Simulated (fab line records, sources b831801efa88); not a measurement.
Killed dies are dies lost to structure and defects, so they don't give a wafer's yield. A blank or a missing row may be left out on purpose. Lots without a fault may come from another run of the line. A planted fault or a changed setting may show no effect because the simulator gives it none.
A struck lot beside a sound one | flow sfq_line | 14 steps out of a route of 325
Sound: wafers L158.1, L158.3, L158.6. Struck: wafer L177.4. (L177.1, L177.3 of the same lot were not struck and are left out.) The cause comes at the end.
At each step with rows: each side's tool, then ch and its chambers, then its first start. Under that, the readings that differ: sound wafers | struck wafers | difference of the means | sigmas: that difference in standard deviations of wafers without a fault.
alike: readings whose means differ by less than 2 such deviations, and words and numbers that are the same on both sides. not compared: withheld readings, readings that some wafer has no value for, bounds like >300 that may hide the same value, and numbers for which the record gives no deviation and whose values overlap.
The two part at a step that has a row with sigmas, a row that says differs or no value, or rows on one side only. Numbers that don't overlap but have no deviation are shown without sigmas and don't part them. A reading that every wafer of one side lacks parts them only if that side has two wafers or more.

SFQ_I5_OVL_MEAS_936:
  sound on overlay-02, day 57 20:44; struck on overlay-02, day 77 04:32
  reading     | sound  | struck | difference | sigmas
  I5_OVL (nm) | 9 3 -4 | 13     | +10        | +2
SFQ_TRILAYER_I5_BARC_OPEN_VIA_ETCH_200: etches BARC in O2, target depth 125 nm, time 41.7 s.
  sound on rie_diel-04 ch 0,3, day 57 20:47; struck on rie_diel-04 ch 0, day 77 04:34
  alike: bias_w, drypump_motor_current_A, oes_product_au, rf_fwd_power_W
  not compared: rf_hours_counter_h
SFQ_TRILAYER_I5_ETCH_VIA_ETCH_147: etches the open film in CHF3, stops on Nb, target depth 360 nm.
  sound on rie_diel-04 ch 0,3, day 57 20:49; struck on rie_diel-04 ch 0, day 77 04:37
  alike: bias_w, drypump_motor_current_A, oes_product_au, rf_fwd_power_W
SFQ_TRILAYER_I5_STRIP_STRIP_148: strips in O2.
  sound on rie_metal-03 ch 0,1, day 57 20:58; struck on rie_metal-01 ch 1, day 77 04:46
  reading               | sound             | struck | difference | sigmas
  oes_product_au (a.u.) | 0.988 0.993 0.989 | 1.011  | +0.021     | +3
  alike: drypump_motor_current_A
  not compared: rf_hours_counter_h
then, 7 steps without rows for these wafers: SFQ_TRILAYER_I5_STRIP_SOLV_CLEAN_149 (cleans in NMP, time 600 s); SFQ_TRILAYER_C5_LITHO_COAT_156 (resist thk 62 nm); SFQ_TRILAYER_C5_LITHO_COAT_151 (resist thk 650 nm); SFQ_TRILAYER_C5_LITHO_SOFTBAKE_155; SFQ_TRILAYER_C5_LITHO_EXPOSE_152 (exposes mask C5, target cd 500 nm); SFQ_TRILAYER_C5_LITHO_PEB_154 (peb time 60 s); SFQ_TRILAYER_C5_LITHO_DEVELOP_153 (time 60 s).
SFQ_C5_OVL_MEAS_937:
  sound on overlay-02, day 62 21:47; struck on overlay-02, day 77 08:10
  reading     | sound | struck | difference | sigmas
  C5_OVL (nm) | 7 2 4 | -7     | -11        | -2
SFQ_TRILAYER_C5_BARC_OPEN_VIA_ETCH_210: etches BARC in O2, target depth 125 nm, time 40.57 s.
  sound on rie_diel-03 ch 0,1,2, day 62 21:49; struck on rie_diel-03 ch 1, day 77 08:12
  reading    | sound             | struck | difference | sigmas
  bias_w (W) | 80.10 79.93 79.97 | 83.34  | +3.34      | +14
  alike: drypump_motor_current_A, oes_product_au, rf_fwd_power_W
  not compared: rf_hours_counter_h
SFQ_TRILAYER_C5_ETCH_VIA_ETCH_154: etches SiO2 in CHF3, stops on Nb, target depth 84 nm.
  sound on rie_diel-03 ch 0,1,2, day 62 21:52; struck on rie_diel-03 ch 1, day 77 08:14
  alike: bias_w, drypump_motor_current_A, oes_product_au, rf_fwd_power_W

WHERE THEY PART
First at SFQ_I5_OVL_MEAS_936; last, within this record, at SFQ_TRILAYER_C5_BARC_OPEN_VIA_ETCH_210. Later steps at which nothing parts them and some readings are alike: SFQ_TRILAYER_C5_ETCH_VIA_ETCH_154.

WHY: what the simulator had put in
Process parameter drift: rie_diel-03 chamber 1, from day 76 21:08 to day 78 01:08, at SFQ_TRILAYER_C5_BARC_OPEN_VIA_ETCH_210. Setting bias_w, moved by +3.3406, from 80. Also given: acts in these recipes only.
